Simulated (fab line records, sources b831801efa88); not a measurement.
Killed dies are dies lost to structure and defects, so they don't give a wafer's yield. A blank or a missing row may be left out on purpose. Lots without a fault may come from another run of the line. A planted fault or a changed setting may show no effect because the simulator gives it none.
fab line records | flow sky130
record lots=12 wafers=36 last_day=49
route steps=708 shown FIELD_ISO@3 VT_ADJUST_HVTP@94 VT_ADJUST_HVTR@141 PAD_OPEN@708
lots that met no fault: from a run of the same line without faults
start_h: hours from the record's first day to the start of the lot's first wafer shown | wait_h: hours since the lot's step before | " the same as in the row above | L1.1+2: a row that stands for several wafers | - no value, or no start given | * or withheld: withheld | < > ~ a bound
route shown NAME@n: a module of which the file shows steps, and the number in the route of the first | usual: mean/standard deviation of fault-free wafers | same: alike in all rows | chamber/n: place in a boat | sites: the reading at each site | _std_site: their standard deviation | _edge_site: outer sites' mean less inner sites' | radius_mm: how far each site lies from the wafer's centre | mask NAME#n: copy n | behind: the tool/chamber that last shaped the wafer | hold: why the lot was held/for how many hours/how that ended | device: the transistor (n, p or np) that didn't switch | end of line: the same wafers' tests at the end of the route | a step without rows: its recipe alone | killed: dies lost to structure and defects at the first sort, not the wafer's yield | map: a wafer's dies, x killed, . not, _ none there
set.NAME: the setting as run; set.NAME@STEP: as run at that earlier step | model.NAME: the simulator's own value behind a step, which no gauge read
steps of the route over a sample of lots; a table a step, a row a wafer
services: from which hour (start_h, from the record's first day; less than 0 if before it) a tool's chamber was out of use, for how many hours, and why
## steps
# step SKY_FIELD_ISO_THK_MEAS_02
# recipe reads=SiO2_of_FIELD_ISO_OXIDATION_01
# usual FIELD_ISO_OXIDATION_00_THK=12.29/0.22
# columns lot.wafer tool chamber start_h wait_h FIELD_ISO_OXIDATION_00_THK[nm]
L957.1 film_metro-01 - 12.24 0.0 11.91
L957.3 " - " " 11.72
L957.5 " - " " 12.12
L958.1 film_metro-02 - 17.08 0.0 12.31
L958.2 " - " " 11.99
L958.3 " - " " 12.07
L959.2 film_metro-03 - 22.67 0.0 12.20
L959.3 " - " " 12.06
L959.4 " - " " 12.11
L960.2 film_metro-01 - 27.06 0.0 12.32
L960.4 " - " " 12.24
L960.6 " - " " 12.32
L962.2 film_metro-03 - 37.86 0.0 12.66
L962.3 " - " " 12.49
L962.5 " - " " 12.49
L963.2 film_metro-03 - 43.66 0.0 12.29
L963.4 " - " " 12.31
L963.5 " - " " 12.27
L964.1 film_metro-03 - 49.23 0.0 12.42
L964.2 " - " " 12.16
L964.6 " - " " 12.22
L967.1 film_metro-01 - 62.87 0.0 12.28
L967.2 " - " " 12.31
L967.6 " - " " 12.27
L971.1 film_metro-01 - 84.04 0.0 12.13
L971.3 " - " " 12.06
L971.5 " - " " 12.10
L972.1 film_metro-01 - 87.63 0.0 12.43
L972.2 " - " " 12.07
L972.5 " - " " 12.41
L973.1 film_metro-01 - 93.91 0.0 12.06
L973.2 " - " " 12.27
L973.5 " - " " 12.01
L975.1 film_metro-02 - 102.17 0.0 12.55
L975.3 " - " " 12.56
L975.4 " - " " 12.58
# step SKY_FIELD_ISO_CD_MEAS_13
# recipe target_cd_nm=150
# usual cd_nm=150.1/1.5
# columns lot.wafer tool chamber start_h wait_h cd_nm
L957.1 cd_sem-02 - 29.07 - 152.6
L957.3 " - " " 152.5
L957.5 " - " " 152.3
L958.1 cd_sem-02 - 35.73 - 150.9
L958.2 " - " " 150.7
L958.3 " - " " 150.6
L959.2 cd_sem-02 - 41.45 - 150.7
L959.3 " - " " 149.8
L959.4 " - " " 149.9
L960.2 cd_sem-02 - 44.19 - 151.9
L960.4 " - " " 151.4
L960.6 " - " " 151.2
L962.2 cd_sem-01 - 55.95 - 149.1
L962.3 " - " " 147.8
L962.5 " - " " 149.2
L963.2 cd_sem-02 - 62.39 - 151.7
L963.4 " - " " 151.2
L963.5 " - " " 151.4
L964.1 cd_sem-02 - 66.87 - 149.1
L964.2 " - " " 148.0
L964.6 " - " " 150.2
L967.1 cd_sem-01 - 82.58 - 149.0
L967.2 " - " " 149.4
L967.6 " - " " 147.5
L971.1 cd_sem-02 - 104.77 - 149.1
L971.3 " - " " 147.2
L971.5 " - " " 148.8
L972.1 cd_sem-02 - 106.88 - 151.0
L972.2 " - " " 150.4
L972.5 " - " " 150.2
L973.1 cd_sem-01 - 114.17 - 151.0
L973.2 " - " " 149.7
L973.5 " - " " 151.2
L975.1 cd_sem-01 - 124.63 - 146.7
L975.3 " - " " 147.8
L975.4 " - " " 148.0
# step SKY_VT_ADJUST_HVTP_IMPLANT_09
# recipe species=As energy_kev=150 dose_cm2=4.3e+12 tilt_deg=withheld
# usual beam_on_s=10.02/0.19 dose_ions_cm2=4.3e+12/5.1e+09 faraday_current_uA=24.2/0.45
# columns lot.wafer tool chamber start_h wait_h beam_on_s dose_ions_cm2 faraday_current_uA
L957.1 implanter-03 0 128.93 0.0 10.04 4.299e+12 24.2
L957.3 " 0 " " 9.84 4.299e+12 24.7
L957.5 " 0 " " 9.81 4.304e+12 24.7
L958.1 implanter-02 0 134.49 0.0 10.06 4.307e+12 24.2
L958.2 " 0 " " 10.40 4.311e+12 23.3
L958.3 " 0 " " 10.11 4.309e+12 24.0
L959.2 implanter-02 0 138.51 0.0 10.11 4.301e+12 24.1
L959.3 " 0 " " 10.13 4.298e+12 24.0
L959.4 " 0 " " 10.19 4.302e+12 23.8
L960.2 implanter-02 0 142.91 0.0 10.06 4.301e+12 24.0
L960.4 " 0 " " 10.30 4.299e+12 23.6
L960.6 " 0 " " 9.83 4.298e+12 24.7
L962.2 implanter-03 0 155.41 0.0 9.89 4.303e+12 24.6
L962.3 " 0 " " 9.99 4.294e+12 24.2
L962.5 " 0 " " 9.99 4.303e+12 24.4
L963.2 implanter-03 0 161.36 0.0 10.35 4.304e+12 23.3
L963.4 " 0 " " 9.99 4.308e+12 24.3
L963.5 " 0 " " 9.80 4.304e+12 24.8
L964.1 implanter-04 0 166.83 0.0 9.61 4.305e+12 25.2
L964.2 " 0 " " 10.07 4.302e+12 24.1
L964.6 " 0 " " 9.74 4.305e+12 25.0
L967.1 implanter-04 0 193.59 0.0 9.74 4.302e+12 24.9
L967.2 " 0 " " 9.80 4.3e+12 24.7
L967.6 " 0 " " 9.91 4.3e+12 24.4
L971.1 implanter-03 0 216.43 0.0 10.20 2.867e+12 16.0
L971.3 " 0 " " 9.81 2.872e+12 16.6
L971.5 " 0 " " 10.31 2.873e+12 15.8
L972.1 implanter-04 0 217.98 0.0 10.40 4.305e+12 23.3
L972.2 " 0 " " 9.82 4.303e+12 24.7
L972.5 " 0 " " 9.87 4.306e+12 24.4
L973.1 implanter-02 0 222.59 0.0 9.74 4.3e+12 24.8
L973.2 " 0 " " 9.83 4.3e+12 24.6
L973.5 " 0 " " 10.13 4.312e+12 23.9
L975.1 implanter-03 0 235.88 0.0 9.61 2.873e+12 16.8
L975.3 " 0 " " 9.89 2.876e+12 16.4
L975.4 " 0 " " 10.28 2.872e+12 15.9
# step SKY_VT_ADJUST_HVTP_TW_MEAS_11
# usual VT_ADJUST_HVTP_TW=1343/8.2
# columns lot.wafer tool chamber start_h wait_h hold VT_ADJUST_HVTP_TW
L957.1 film_metro-03 - 129.18 0.1 - 1360
L957.3 " - " " - 1358
L957.5 " - " " - 1348
L958.1 film_metro-04 - 134.74 0.1 - 1333
L958.2 " - " " - 1334
L958.3 " - " " - 1345
L959.2 film_metro-03 - 138.75 0.1 - 1355
L959.3 " - " " - 1357
L959.4 " - " " - 1359
L960.2 film_metro-04 - 143.14 0.1 - 1340
L960.4 " - " " - 1339
L960.6 " - " " - 1340
L962.2 film_metro-04 - 155.64 0.1 - 1328
L962.3 " - " " - 1333
L962.5 " - " " - 1337
L963.2 film_metro-01 - 161.60 0.1 - 1336
L963.4 " - " " - 1337
L963.5 " - " " - 1336
L964.1 film_metro-04 - 167.08 0.1 - 1337
L964.2 " - " " - 1334
L964.6 " - " " - 1340
L967.1 film_metro-03 - 193.84 0.1 - 1359
L967.2 " - " " - 1357
L967.6 " - " " - 1350
L971.1 film_metro-03 - 216.68 0.1 await_dispo/0.2h/release 1189
L971.3 " - " " await_dispo/0.2h/release 1185
L971.5 " - " " await_dispo/0.2h/release 1183
L971.1 film_metro-03 - 216.90 0.2 - 1188
L971.3 " - " " - 1189
L971.5 " - " " - 1183
L972.1 film_metro-01 - 218.23 0.1 - 1345
L972.2 " - " " - 1346
L972.5 " - " " - 1350
L973.1 film_metro-01 - 222.84 0.1 - 1344
L973.2 " - " " - 1344
L973.5 " - " " - 1344
L975.1 film_metro-04 - 236.13 0.1 await_dispo/0.2h/release 1175
L975.3 " - " " await_dispo/0.2h/release 1183
L975.4 " - " " await_dispo/0.2h/release 1174
L975.1 film_metro-04 - 236.35 0.2 - 1184
L975.3 " - " " - 1178
L975.4 " - " " - 1171
# step SKY_VT_ADJUST_HVTR_STRIP_10
# recipe chemistry=O2/N2 power_w=1400 pressure_mtorr=1500 platen_temp_c=withheld o2_flow_sccm=3000 n2_flow_sccm=300 overash_fraction=0.5
# usual drypump_motor_current_A=5.7/0.35 oes_product_au=0.715/0.0047 strip_time_to_endpoint_s=14.17/0.043
# columns lot.wafer tool chamber start_h wait_h drypump_motor_current_A oes_product_au rf_hours_counter_h strip_time_to_endpoint_s
L957.1 plasma_asher-02 1 209.02 0.1 6.2 0.712 40 14.09
L957.3 " 0 " " 5.3 0.708 - 14.13
L957.5 " 1 " " 6.2 0.727 - 14.11
L958.1 plasma_asher-03 0 218.43 0.1 6.0 0.712 8 14.23
L958.2 " 1 " " 5.3 0.711 8 14.20
L958.3 " 1 " " 5.3 0.717 - 14.23
L959.2 plasma_asher-01 1 222.48 0.1 5.7 0.711 51 14.20
L959.3 " 0 " " 5.9 0.722 - 14.21
L959.4 " 1 " " 5.7 0.709 - 14.20
L960.2 plasma_asher-02 1 228.68 0.1 6.2 0.714 42 14.07
L960.4 " 0 " " 5.3 0.717 - 14.12
L960.6 " 1 " " 6.2 0.722 - 14.07
L962.2 plasma_asher-02 1 241.38 0.1 6.2 0.721 43 14.10
L962.3 " 0 " " 5.3 0.720 - 14.07
L962.5 " 1 " " 6.2 0.715 - 14.05
L963.2 plasma_asher-02 0 248.23 0.1 5.3 0.713 44 14.16
L963.4 " 0 " " 5.3 0.711 - 14.18
L963.5 " 0 " " 5.3 0.718 - 14.15
L964.1 plasma_asher-03 0 254.08 0.1 6.0 0.726 12 14.15
L964.2 " 1 " " 5.3 0.716 12 14.23
L964.6 " 0 " " 6.1 0.713 - 14.19
L967.1 plasma_asher-02 1 286.17 0.1 6.2 0.712 48 14.23
L967.2 " 0 " " 5.3 0.710 48 14.23
L967.6 " 1 " " 6.1 0.719 - 14.23
L971.1 plasma_asher-02 1 311.98 0.1 6.2 0.711 50 14.24
L971.3 " 0 " " 5.3 0.715 - 14.16
L971.5 " 1 " " 6.2 0.714 - 14.20
L972.1 plasma_asher-02 0 314.03 0.1 5.3 0.718 50 14.12
L972.2 " 1 " " 6.2 0.716 50 14.12
L972.5 " 1 " " 6.2 0.712 - 14.14
L973.1 plasma_asher-03 0 318.43 0.1 6.0 0.719 18 14.11
L973.2 " 1 " " 5.3 0.716 18 14.17
L973.5 " 1 " " 5.3 0.708 - 14.17
L975.1 plasma_asher-03 0 333.22 0.1 6.0 0.700 19 14.20
L975.3 " 0 " " 6.0 0.709 - 14.19
L975.4 " 1 " " 5.3 0.719 - 14.19
# step SKY_PAD_OPEN_PROBE_99
# usual killed_at_M0_to_M3=42/6.6 killed_at_M4_up=3.0/1.7 killed_at_contacts=24/5.3 killed_at_front_end=15/4.5 killed_at_other=0.2/0.49 killed_dies=83/9 killed_on_rim=16/4 killed_open=45/6.9 killed_short=38/5.8
# same gross_dies=492 killed_at_back_side=0
# columns lot.wafer tool chamber start_h wait_h hold killed_at_M0_to_M3 killed_at_M4_up killed_at_contacts killed_at_front_end killed_at_other killed_dies killed_on_rim killed_open killed_short
L959.2 prober-02 - 1111.08 0.1 - 35 5 26 18 0 84 18 34 49
L959.3 prober-02 - 1111.13 0.2 - 43 2 25 16 0 86 14 52 33
L959.4 prober-02 - 1111.18 0.2 - 40 3 16 14 0 73 16 41 31
L963.2 prober-02 - 1116.33 0.1 - 50 3 14 12 0 79 12 39 40
L963.4 prober-02 - 1116.43 0.2 - 44 3 25 16 0 88 17 42 46
L963.5 prober-02 - 1116.48 0.2 - 34 2 15 14 0 65 12 32 33
L962.2 prober-01 - 1116.61 0.3 - 49 6 19 20 0 94 24 53 41
L962.3 prober-01 - 1116.66 0.3 - 38 6 21 17 0 82 16 46 36
L962.5 prober-01 - 1116.76 0.4 - 31 1 27 11 0 70 14 39 31
L960.2 prober-02 - 1116.63 0.3 - 44 2 15 10 0 71 12 35 36
L960.4 prober-02 - 1116.73 0.4 - 43 6 26 11 0 86 14 51 35
L960.6 prober-02 - 1116.83 0.4 - 46 3 15 9 0 73 9 34 39
L964.1 prober-01 - 1117.76 0.1 - 41 4 33 13 0 91 22 52 39
L964.2 prober-01 - 1117.81 0.1 - 32 1 28 16 0 77 18 35 42
L964.6 prober-01 - 1118.01 0.2 - 39 1 27 13 0 80 7 50 30
L971.1 prober-02 - 1171.08 0.1 await_dispo/6.2h/scrap 46 2 24 12 0 84 15 49 35
L971.3 prober-02 - 1171.18 0.2 await_dispo/6.2h/scrap 34 5 18 17 0 74 13 33 41
L971.5 prober-02 - 1171.28 0.2 await_dispo/6.2h/scrap 39 4 30 11 0 84 20 38 46
L975.1 prober-01 - 1172.24 0.1 await_dispo/3.5h/scrap 44 1 15 13 0 73 11 38 35
L975.3 prober-01 - 1172.34 0.2 await_dispo/3.5h/scrap 53 4 22 13 0 92 17 52 39
L975.4 prober-01 - 1172.39 0.2 await_dispo/3.5h/scrap 53 2 17 10 0 82 17 45 37
# killed by level:class
L959.2 CONTACT:geometric_particle:open=9 LI_CONTACT:geometric_particle:open=8 METAL2:geometric_particle:short=7 FIELD_ISO:geometric_particle:short=6 METAL1:geometric_particle:short=6 VIA2:geometric_particle:open=5 FIELD_ISO:geometric_particle:open=4 POLY_GATE:geometric_particle:short=4
L959.3 VIA2:geometric_particle:open=10 CONTACT:geometric_particle:open=8 VIA1:geometric_particle:open=8 LI_CONTACT:geometric_particle:open=7 METAL2:geometric_particle:short=6 CONTACT:geometric_particle:short=5 FIELD_ISO:geometric_particle:open=4 POLY_GATE:geometric_particle:short=4
L959.4 VIA3:geometric_particle:open=13 VIA1:geometric_particle:open=9 FIELD_ISO:geometric_particle:short=5 VIA2:geometric_particle:open=5 POLY_GATE:geometric_particle:short=4 LOCAL_INTERCONNECT:geometric_particle:short=4 CONTACT:geometric_particle:open=4 METAL1:geometric_particle:short=4
L963.2 METAL1:geometric_particle:short=9 VIA3:geometric_particle:open=8 VIA1:geometric_particle:open=8 CONTACT:geometric_particle:open=7 FIELD_ISO:geometric_particle:short=5 METAL2:geometric_particle:short=5 VIA2:geometric_particle:open=5 VIA1:geometric_particle:short=4
L963.4 LI_CONTACT:geometric_particle:open=11 VIA1:geometric_particle:open=9 METAL1:geometric_particle:short=7 VIA3:geometric_particle:open=6 FIELD_ISO:geometric_particle:short=5 CONTACT:geometric_particle:short=5 METAL2:geometric_particle:short=4 CONTACT:geometric_particle:open=4
L963.5 VIA3:geometric_particle:open=7 CONTACT:geometric_particle:open=6 VIA2:geometric_particle:short=5 FIELD_ISO:geometric_particle:short=4 VIA2:geometric_particle:open=4 VIA1:geometric_particle:open=4 METAL2:geometric_particle:short=4 METAL3:geometric_particle:short=4
L962.2 VIA1:geometric_particle:open=13 CONTACT:geometric_particle:open=10 METAL2:geometric_particle:short=8 VIA2:geometric_particle:open=7 FIELD_ISO:geometric_particle:short=5 METAL4:geometric_particle:short=5 POLY_GATE:geometric_particle:short=4 METAL2:geometric_particle:open=4
L960.2 VIA1:geometric_particle:short=8 VIA2:geometric_particle:open=8 METAL1:geometric_particle:short=6 METAL2:geometric_particle:short=5 FIELD_ISO:geometric_particle:open=4 CONTACT:geometric_particle:short=4 VIA3:geometric_particle:open=4 VIA1:geometric_particle:open=4
L962.3 VIA1:geometric_particle:open=11 CONTACT:geometric_particle:open=7 METAL1:geometric_particle:short=6 FIELD_ISO:geometric_particle:open=5 LI_CONTACT:geometric_particle:open=5 VIA2:geometric_particle:open=5 METAL4:geometric_particle:short=4 POLY_GATE:geometric_particle:open=3
L960.4 CONTACT:geometric_particle:open=9 VIA1:geometric_particle:open=9 LI_CONTACT:geometric_particle:open=8 VIA3:geometric_particle:open=5 METAL2:geometric_particle:short=5 METAL1:geometric_particle:short=4 VIA2:geometric_particle:open=4 FIELD_ISO:geometric_particle:short=3
L962.5 CONTACT:geometric_particle:open=7 VIA1:geometric_particle:open=7 LI_CONTACT:geometric_particle:open=6 FIELD_ISO:geometric_particle:open=5 LI_CONTACT:geometric_particle:short=5 CONTACT:geometric_particle:short=5 VIA3:geometric_particle:open=5 METAL1:geometric_particle:short=4
L960.6 METAL1:geometric_particle:short=10 VIA1:geometric_particle:open=10 CONTACT:geometric_particle:open=6 FIELD_ISO:geometric_particle:short=5 LI_CONTACT:geometric_particle:open=5 VIA1:geometric_particle:short=5 VIA2:geometric_particle:open=5 VIA2:geometric_particle:short=4
L964.1 CONTACT:geometric_particle:open=12 VIA1:geometric_particle:open=10 CONTACT:geometric_particle:short=9 LI_CONTACT:geometric_particle:open=7 METAL1:geometric_particle:short=7 METAL2:geometric_particle:short=6 VIA2:geometric_particle:open=5 FIELD_ISO:geometric_particle:open=4
L964.2 CONTACT:geometric_particle:open=10 VIA1:geometric_particle:open=9 FIELD_ISO:geometric_particle:short=7 CONTACT:geometric_particle:short=7 LI_CONTACT:geometric_particle:open=5 METAL1:geometric_particle:short=5 METAL2:geometric_particle:short=5 POLY_GATE:geometric_particle:short=4
L964.6 CONTACT:geometric_particle:open=16 VIA1:geometric_particle:open=9 METAL2:geometric_particle:short=7 VIA3:geometric_particle:open=5 POLY_GATE:geometric_particle:open=4 LI_CONTACT:geometric_particle:open=4 VIA1:geometric_particle:short=4 VIA2:geometric_particle:open=4
L971.1 CONTACT:geometric_particle:open=13 VIA1:geometric_particle:open=12 METAL2:geometric_particle:short=6 VIA2:geometric_particle:open=5 METAL1:geometric_particle:short=5 LI_CONTACT:geometric_particle:open=4 LOCAL_INTERCONNECT:geometric_particle:short=4 VIA3:geometric_particle:open=4
L971.3 METAL2:geometric_particle:short=9 POLY_GATE:geometric_particle:short=5 LOCAL_INTERCONNECT:geometric_particle:short=5 CONTACT:geometric_particle:open=5 VIA3:geometric_particle:open=5 POLY_GATE:geometric_particle:open=4 LI_CONTACT:geometric_particle:open=4 METAL1:geometric_particle:short=4
L971.5 LI_CONTACT:geometric_particle:short=9 LI_CONTACT:geometric_particle:open=8 VIA1:geometric_particle:open=7 VIA2:geometric_particle:open=6 METAL3:geometric_particle:short=6 METAL1:geometric_particle:short=5 CONTACT:geometric_particle:open=5 POLY_GATE:geometric_particle:short=4
L975.1 VIA1:geometric_particle:open=10 VIA2:geometric_particle:open=9 METAL1:geometric_particle:short=5 LI_CONTACT:geometric_particle:open=5 VIA1:geometric_particle:short=5 METAL2:geometric_particle:short=5 FIELD_ISO:geometric_particle:short=3 POLY_GATE:geometric_particle:short=3
L975.3 VIA1:geometric_particle:open=16 VIA3:geometric_particle:open=9 LI_CONTACT:geometric_particle:open=6 LOCAL_INTERCONNECT:geometric_particle:short=6 CONTACT:geometric_particle:open=6 VIA1:geometric_particle:short=5 VIA2:geometric_particle:open=5 METAL1:geometric_particle:short=4
L975.4 VIA1:geometric_particle:open=10 METAL2:geometric_particle:short=10 CONTACT:geometric_particle:open=8 VIA3:geometric_particle:open=8 VIA2:geometric_particle:open=6 LI_CONTACT:geometric_particle:open=5 METAL3:geometric_particle:short=4 VIA1:geometric_particle:short=4
## services
# columns tool chamber start_h hours kind
implanter-02 - 108.45 6.4 pm
plasma_asher-03 - 108.75 9.0 pm
plasma_asher-03 0 108.75 9.0 vent_cycle
plasma_asher-03 1 108.75 9.0 vent_cycle
plasma_asher-03 - 117.75 14.6 pm
plasma_asher-03 0 117.75 - clean
plasma_asher-03 1 117.75 - clean
implanter-04 - 136.43 1.5 repair
implanter-03 - 143.10 4.2 pm
implanter-04 - 175.30 3.5 pm
implanter-03 - 219.28 2.8 repair
implanter-02 - 230.23 4.6 repair
implanter-03 - 249.91 1.8 repair
plasma_asher-03 - 275.73 1.2 repair
implanter-03 - 288.14 3.5 repair
implanter-03 - 319.81 1.9 repair
## key
first_sign step=SKY_VT_ADJUST_HVTP_IMPLANT_09 reading=dose_ions_cm2 direction=down sigmas=99+ usual=* struck=*
effect step=SKY_VT_ADJUST_HVTP_IMPLANT_09 reading=faraday_current_uA direction=down sigmas=18 usual=24.2 struck=16.2
effect step=SKY_VT_ADJUST_HVTP_TW_MEAS_11 reading=visit direction=added
effect step=SKY_VT_ADJUST_HVTP_TW_MEAS_11 reading=VT_ADJUST_HVTP_TW direction=down sigmas=20 usual=1343 struck=1182
effect step=SKY_PAD_OPEN_PROBE_99 reading=hold direction=added
met_at SKY_VT_ADJUST_HVTP_IMPLANT_09
struck_lots L971,L975
tester_left_out L971,L975
not_acting_at SKY_FIELD_ISO_THK_MEAS_02,SKY_FIELD_ISO_CD_MEAS_13,SKY_VT_ADJUST_HVTR_STRIP_10
onset_between 161.36 216.43
fault kind=process_parameter_drift tool=implanter-03 chamber=- onset_h=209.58 steps=SKY_VT_ADJUST_HVTP_IMPLANT_09 channel=dose_cm2 offset=* shape=step end_h=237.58 acts_in=* stated=*
# tester_left_out: of these lots the tester's yield and bins aren't shown, on N5 and GAA mostly nor the transistor test; their killed dies are dies lost to structure and defects alone, not to doping, threshold or leakage, so they don't give the yield
